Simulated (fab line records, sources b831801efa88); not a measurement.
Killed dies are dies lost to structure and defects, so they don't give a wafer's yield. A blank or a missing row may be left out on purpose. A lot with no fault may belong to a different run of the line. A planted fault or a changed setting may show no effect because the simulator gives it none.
A lot that was struck, set against a sound lot :: flow sfq_line :: 28 out of 325 route steps
Sound: wafers L993.1, L993.2, L993.3. Struck: wafer L102.4. (L102.2 of the same lot was not struck and is left out.) The cause comes at the end.
Each step with rows lists, per side, the tool, then ch with its chambers, then its first start. Under that, the readings that differ: sound wafers :: struck wafers :: difference of the means :: sigmas: that difference in standard deviations of wafers without a fault.
alike: readings with means less than 2 such deviations apart, plus words and numbers identical on both sides. not compared: withheld readings, readings lacking a value on some wafer, bounds such as >300 that could conceal the same value, and numbers that have no deviation in the record and whose values overlap.
Wherever a step has rows on one side only, a row that says differs or no value, or a row with sigmas, the two part there. Non-overlapping numbers with no deviation appear without sigmas and do not part them. Lack of a reading on every wafer of one side parts them only where that side has two or more wafers.

first, 6 steps without rows for these wafers: SFQ_TRILAYER_M0_LITHO_COAT_026 (resist thk 62 nm); SFQ_TRILAYER_M0_LITHO_COAT_021 (resist thk 600 nm); SFQ_TRILAYER_M0_LITHO_SOFTBAKE_025; SFQ_TRILAYER_M0_LITHO_EXPOSE_022 (exposes mask M0, target cd 500 nm); SFQ_TRILAYER_M0_LITHO_PEB_024 (peb time 60 s); SFQ_TRILAYER_M0_LITHO_DEVELOP_023 (time 60 s).
SFQ_M0_OVL_MEAS_906:
  sound: overlay-02 at day 7 00:31; struck: overlay-02 at day 9 01:41
  alike: M0_OVL
SFQ_TRILAYER_M0_BARC_OPEN_METAL_ETCH_031: etches BARC in O2, target depth 125 nm, time 41.7 s.
  sound on rie_metal-03 ch 0,1, day 7 00:33; struck on rie_metal-02 ch 0, day 9 01:43
  alike: drypump_motor_current_A, oes_product_au
  not compared: rf_hours_counter_h
SFQ_TRILAYER_M0_ETCH_METAL_ETCH_024: etches Nb in Cl2/Ar, stops on SiO2, target depth 240 nm, time 120 s.
  sound on rie_metal-03 ch 0,1, day 7 00:37; struck on rie_metal-02 ch 0, day 9 01:47
reading: oes_product_au (a.u.)
sound: 0.886 0.885 0.888
struck: 0.904
difference: +0.018
sigmas: +3
  alike: drypump_motor_current_A
  not compared: rf_hours_counter_h
then, 2 steps without rows for these wafers: SFQ_TRILAYER_M0_STRIP_STRIP_025 (strips in O2); SFQ_TRILAYER_M0_STRIP_SOLV_CLEAN_026 (cleans in NMP, time 600 s).
SFQ_TRILAYER_I0_DEP_PECVD_027: deposits SiO2 from SiH4/N2O, time 111.11 s, target thk 500 nm.
  sound on pecvd-02 ch 0,1,2, day 7 01:32; struck on pecvd-01 ch 2, day 9 02:41
  alike: heater_power_w, throttle_valve_pct
SFQ_TRILAYER_I0_CMP_CMP_028: polishes SiO2.
  sound on cmp-01 ch 1,2,3, day 7 11:40; struck on cmp-01 ch 3, day 9 17:40
reading: time_to_endpoint_s (s)
sound: 212 226 213
struck: 198
difference: -19
sigmas: -3

reading: model.SiO2_of_TRILAYER_I0_DEP_PECVD_027.thk_nm (nm)
sound: 199.4 201.2 200.9
struck: 219.3
difference: +18.8
sigmas: 
  alike: head_pressure_psi, motor_current_A, retaining_ring_pressure_frac
SFQ_I0_BOW_MEAS_907:
  sound: film_metro-04 at day 7 14:10; struck: film_metro-03 at day 9 21:30
  not compared: I0_BOW
SFQ_TRILAYER_I0_METRO_MEASURE_029:
  sound: film_metro-04 at day 7 14:17; struck: film_metro-03 at day 10 05:03
reading: thk_nm (nm)
sound: 199.4 201.2 200.9
struck: 219.3
difference: +18.8
sigmas: +19
then, 6 steps without rows for these wafers: SFQ_TRILAYER_I0_VIA_LITHO_COAT_036 (resist thk 62 nm); SFQ_TRILAYER_I0_VIA_LITHO_COAT_031 (resist thk 650 nm); SFQ_TRILAYER_I0_VIA_LITHO_SOFTBAKE_035; SFQ_TRILAYER_I0_VIA_LITHO_EXPOSE_032 (exposes mask I0, target cd 500 nm); SFQ_TRILAYER_I0_VIA_LITHO_PEB_034 (peb time 60 s); SFQ_TRILAYER_I0_VIA_LITHO_DEVELOP_033 (time 60 s).
-- the record jumps here: 3 days lie between the struck wafers' starts before and after --
SFQ_I0_OVL_MEAS_908:
  sound: overlay-01 at day 10 18:05; struck: overlay-01 at day 13 00:50
  alike: I0_OVL
SFQ_TRILAYER_I0_VIA_BARC_OPEN_VIA_ETCH_046: etches BARC in O2, target depth 125 nm, time 41.7 s.
  sound on rie_diel-03 ch 0,1,3, day 10 18:07; struck on rie_diel-02 ch 1, day 13 00:52
  alike: drypump_motor_current_A, oes_product_au
  not compared: rf_hours_counter_h
SFQ_TRILAYER_I0_VIA_ETCH_VIA_ETCH_034: etches SiO2 in CHF3, stops on Nb, target depth 260 nm.
  sound on rie_diel-03 ch 0,1,3, day 10 18:10; struck on rie_diel-02 ch 1, day 13 00:55
reading: oes_product_au (a.u.)
sound: 0.852 0.857 0.862
struck: 0.901
difference: +0.044
sigmas: +9

reading: model.I0.feature_depth_nm (nm)
sound: 199.4 201.2 200.9
struck: 219.3
difference: +18.8
sigmas: 

reading: model.etch.depth_nm (nm)
sound: 199.4 201.2 200.9
struck: 219.3
difference: +18.8
sigmas: 
  alike: drypump_motor_current_A
SFQ_TRILAYER_I0_VIA_STRIP_STRIP_035: strips in O2.
  sound on rie_metal-03 ch 0,1, day 10 18:17; struck on rie_metal-04 ch 1, day 13 01:02
  alike: drypump_motor_current_A, oes_product_au
  not compared: rf_hours_counter_h
then, 1 step without rows for these wafers: SFQ_TRILAYER_I0_VIA_STRIP_SOLV_CLEAN_036 (cleans in NMP, time 600 s).
SFQ_TRILAYER_M1_DEP_PRE_CLEAN_038: time 22.5 s.
  sound: pvd_sputter-05 at day 10 19:03; struck: pvd_sputter-04 at day 13 01:59
reading: model.SiO2_of_TRILAYER_I0_DEP_PECVD_027.thk_nm (nm)
sound: 191.9 193.7 193.4
struck: 211.8
difference: +18.8
sigmas: 
then, 1 step without rows for these wafers: SFQ_TRILAYER_M1_DEP_SPUTTER_037 (material Nb, target thk 200 nm, time 133.3 s).

WHERE THEY PART
At SFQ_TRILAYER_M0_ETCH_METAL_ETCH_024 first; at SFQ_TRILAYER_I0_VIA_ETCH_VIA_ETCH_034 last (within this record only). Later steps at which nothing parts them and some readings are alike: SFQ_TRILAYER_I0_VIA_STRIP_STRIP_035.

WHY: whatever the simulator had introduced
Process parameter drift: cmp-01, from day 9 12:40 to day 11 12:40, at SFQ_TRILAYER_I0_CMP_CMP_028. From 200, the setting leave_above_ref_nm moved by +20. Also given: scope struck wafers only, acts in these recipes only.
